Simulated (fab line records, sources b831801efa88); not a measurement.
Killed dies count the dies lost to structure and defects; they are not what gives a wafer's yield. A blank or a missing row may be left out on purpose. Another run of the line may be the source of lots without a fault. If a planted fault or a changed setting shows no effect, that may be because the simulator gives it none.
One fault seen from 2 desks / flow gf180mcu / only its own numbers are on each desk; what lay behind them is given at the end

## METROLOGY DESK
Means of the sampled wafers that have a number, per lot and without regard to the tool the lot ran on: this is what the gauges read. Marked OUT: a lot whose mean sits more than 4 standard deviations from the usual mean, which makes it out of limits; the brackets give that distance.
Columns: A = VT_IMPLANT_01_OVL at GF_VT_IMPLANT_OVL_MEAS_18, usual 1.3 nm; B = POLY_GATE_OVL at GF_POLY_GATE_OVL_MEAS_11, usual 0 nm; C = cd_nm at GF_HV_LDD_CD_MEAS_31, usual 400.5 nm
lot=L807; first seen here=day 6 05:27; A=1.3; B=3; C=399.7
lot=L808; first seen here=day 6 12:26; A=1.2; B=4; C=401.8
lot=L811; first seen here=day 7 07:24; A=2.2; B=1; C=403.6
lot=L814; first seen here=day 8 01:38; A=1.4; B=-1; C=400.5
lot=L815; first seen here=day 8 09:12; A=1.0; B=-8; C=398.8
lot=L816; first seen here=day 8 14:20; A=-0.0; B=0; C=399.9
lot=L817; first seen here=day 8 20:39; A=1.8; B=-1; C=401.5
lot=L818; first seen here=day 9 05:37; A=1.8; B=-1; C=401.3
lot=L821; first seen here=day 9 20:51; A=0.1; B=-3; C=400.1
lot=L823; first seen here=day 10 10:31; A=2.8; B=-3; C=399.5
lot=L825; first seen here=day 11 02:11; A=1.3; B=-4; C=411.1 (+4.4) OUT
lot=L826; first seen here=day 11 07:24; A=3.5; B=-1; C=415.5 (+6.2) OUT
lot=L828; first seen here=day 11 23:08; A=-0.7; B=4; C=401.9
This desk's verdict: out of limits on L825, L826, starting with L825 at day 17 13:23 (cd_nm at GF_HV_LDD_CD_MEAS_31). L807, L808, L811, L814, L815, L816, L817, L818, L821, L823, L828: within limits.

## FOR THE TOOL OWNER'S DESK: iline_stepper-02
The tool's own readings at GF_HV_LDD_EXPOSE_28 (exposes mask Nplus HV AREA, target cd 400 nm): means of the sampled wafers that have a number, for each lot that ran on this tool. Marked OUT: a lot whose mean sits more than 4 standard deviations from the usual mean, which makes it out of limits; the brackets give that distance.
Columns: A = exposure_dose_mJ_cm2 at GF_HV_LDD_EXPOSE_28, usual 140.00
lot=L807; first seen here=day 11 02:56; A=139.99
lot=L808; first seen here=day 11 10:05; A=139.99
lot=L811; first seen here=day 12 12:49; A=139.95
lot=L818; first seen here=day 14 19:50; A=139.99
lot=L821; first seen here=day 15 11:15; A=140.04
lot=L825; first seen here=day 17 02:19; A=148.50 (+77) OUT
lot=L826; first seen here=day 17 04:43; A=148.40 (+76) OUT
This desk's verdict: out of limits on L825, L826, starting with L825 at day 17 02:19 (exposure_dose_mJ_cm2 at GF_HV_LDD_EXPOSE_28). L807, L808, L811, L818, L821: within limits.

## ALL TOGETHER
The tool owner's desk had the chance to raise an alarm at day 17 02:19 on L825, L826.
The metrology desk could have raised an alarm at day 17 13:23, on L825, L826.
On iline_stepper-02, each named lot ran GF_HV_LDD_EXPOSE_28.

## WHAT THE SIMULATOR HAD INSERTED
Process parameter drift: iline_stepper-02, from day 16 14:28 on, at GF_HV_LDD_EXPOSE_28. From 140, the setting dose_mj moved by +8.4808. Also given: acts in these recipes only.
Struck lots among those shown: L825, L826.
Fault start to first reading out of limits, in hours, per desk: tool owner, 12; metrology, 23.
